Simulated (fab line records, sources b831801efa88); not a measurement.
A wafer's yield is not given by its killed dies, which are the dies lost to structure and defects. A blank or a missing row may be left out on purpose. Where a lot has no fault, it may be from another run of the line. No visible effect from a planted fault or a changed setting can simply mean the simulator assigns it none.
Problem report in the 8D (eight disciplines) form, filled by code | flow gf180mcu | the parts of the form that need people (team, actions taken, sign-off) are left out

1. THE ISSUE
Mean of doseIonsCm2 at GF_HV_LDD_IMPLANT_48: 3e+13 across 6 wafers in 2 lots; on wafers with no fault it is 3e+13 (standard deviation 3.1e+10). Measured from the usual mean, that is -31 standard deviations.
First observed at day 18 00:11: wafer L970.2, on implanter-03. Wafers with a number at this step in the record: 18, from 6 lots. Rule for "out", or "out of limits": more than 4 standard deviations from the usual mean. Any other wafer with a number is counted as sound.

2. WHAT IT IS; WHAT IT IS NOT
question                    | is                     | is not
which readings at this step | doseIonsCm2            | -
which lots                  | L970, L972             | L959, L962, L975, L976
which wafers of those lots  | all that have a number | -
read on which tools         | implanter-03           | implanter-02, implanter-04
when                        | from day 18 00:11      | up to then (6 sound wafers); but 6 sound wafers of L975, L976 came after

3. WHAT RULES OUT EACH SUSPECT
Counting: a tool at any process step up to the reading remains a suspect when it ran all the lots that are out and ran no sound lot after the first of those.
- implanter-03 at GF_HV_LDD_IMPLANT_48: kept. All lots that are out passed through it, beginning with L970 at day 18 00:11, and no sound lot followed; its final sound lot before that point was L962 at day 15 11:59. Its own readings are out on those wafers: doseIonsCm2.
After counting, what remains is implanter-03 at GF_HV_LDD_IMPLANT_48.

4. THE CAUSE (what the simulator had put in)
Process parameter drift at GF_HV_LDD_IMPLANT_48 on implanter-03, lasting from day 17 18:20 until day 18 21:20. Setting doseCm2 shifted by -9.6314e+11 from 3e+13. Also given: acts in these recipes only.
The count eliminated every tool but this one.

5. THE CHAIN OF EFFECTS, in route order
Each row: a reading where the mean over the struck wafers with a number is more than 3 standard deviations away from the usual. Only readings for which the record gives a usual standard deviation are gone through. hours: the time from each lot's start at the first step in this table that gives one to its start at this step, as a median over the lots. sigmas: the change in usual standard deviations.
hours | step                 | reading     | usual | on struck wafers | change | sigmas
0     | GF_HV_LDD_IMPLANT_48 | doseIonsCm2 | 3e+13 | 3e+13            | -1e+12 | -31
Its process steps:
- GF_HV_LDD_IMPLANT_48

6. WHAT WOULD HAVE CAUGHT IT SOONER
In this record the first reading out of limits was taken at day 18 00:11, 6 hours after the fault began at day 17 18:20.
